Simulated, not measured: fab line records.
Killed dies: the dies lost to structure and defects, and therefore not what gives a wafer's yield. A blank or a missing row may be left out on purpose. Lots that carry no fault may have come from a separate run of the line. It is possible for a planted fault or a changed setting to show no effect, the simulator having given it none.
Which tool was responsible?    flow gf180mcu    7 lots with 21 wafers sampled at 4 steps, on a route of 602 steps

## WHAT THE GAUGES SHOWED, per wafer
GF_CONTACT_THK_MEAS_01.
lot   measured      on             CONTACT_CVD_00_THK (nm)
L938  day 15 20:44  film_metro-03  299.3 296.9 295.8
L940  day 16 13:49  film_metro-03  296.1 296.9 296.2
L942  day 17 13:22  film_metro-02  299.5 297.2 300.7
L945  day 18 04:56  film_metro-04  296.3 292.1 292.6
L949  day 20 07:32  film_metro-02  301.3 302.4 304.7
L957  day 22 16:42  film_metro-02  302.4 298.9 298.6
L959  day 23 04:41  film_metro-02  299.7 303.3 303.5

## EACH LOT AND THE TOOL THAT RAN IT (in order: tool; ch and the chambers of the sampled wafers; start)
lot   GF_HV_LDD_IMPLANT_21             GF_SALICIDE_RTA_06                GF_SALICIDE_RTA_08
L938  implanter-02 ch 0, day 11 10:46  rtp_anneal-02 ch 0, day 15 20:20  rtp_anneal-01 ch 0, day 15 20:37
L940  implanter-02 ch 0, day 12 00:16  rtp_anneal-01 ch 0, day 16 13:29  rtp_anneal-02 ch 0, day 16 13:40
L942  implanter-02 ch 0, day 12 21:31  rtp_anneal-01 ch 0, day 17 13:02  rtp_anneal-02 ch 0, day 17 13:14
L945  implanter-04 ch 0, day 13 11:01  rtp_anneal-01 ch 0, day 18 04:37  rtp_anneal-02 ch 0, day 18 04:49
L949  implanter-04 ch 0, day 15 04:52  rtp_anneal-02 ch 0, day 20 07:11  rtp_anneal-01 ch 0, day 20 07:23
L957  implanter-03 ch 0, day 17 11:13  rtp_anneal-01 ch 0, day 22 16:20  rtp_anneal-02 ch 0, day 22 16:33
L959  implanter-02 ch 0, day 18 00:23  rtp_anneal-02 ch 0, day 23 04:19  rtp_anneal-01 ch 0, day 23 04:30
- GF_HV_LDD_IMPLANT_21
- GF_SALICIDE_RTA_06: time 30 s.
- GF_SALICIDE_RTA_08: time 30 s.

## THE ANSWER, worked out from the rows above alone
Rule: the usual values come from the lots themselves. The widest of any qualifying gaps counts: lots, ordered by their means at a reading, are off when they make up no more than a third of the lots, leave a main group of 4 or more, and stand apart from it by 3 or more times the standard deviation of that group's means. A main group is skipped when, at the precision printed for the reading in the tables above, its means are all equal. Also off: a lot with no number at a reading for which 4 or more lots have one. The other lots that the step has rows for count as sound.
None of the lots is off at any reading shown; this tells nothing.

## WHAT WAS PUT IN BY THE SIMULATOR
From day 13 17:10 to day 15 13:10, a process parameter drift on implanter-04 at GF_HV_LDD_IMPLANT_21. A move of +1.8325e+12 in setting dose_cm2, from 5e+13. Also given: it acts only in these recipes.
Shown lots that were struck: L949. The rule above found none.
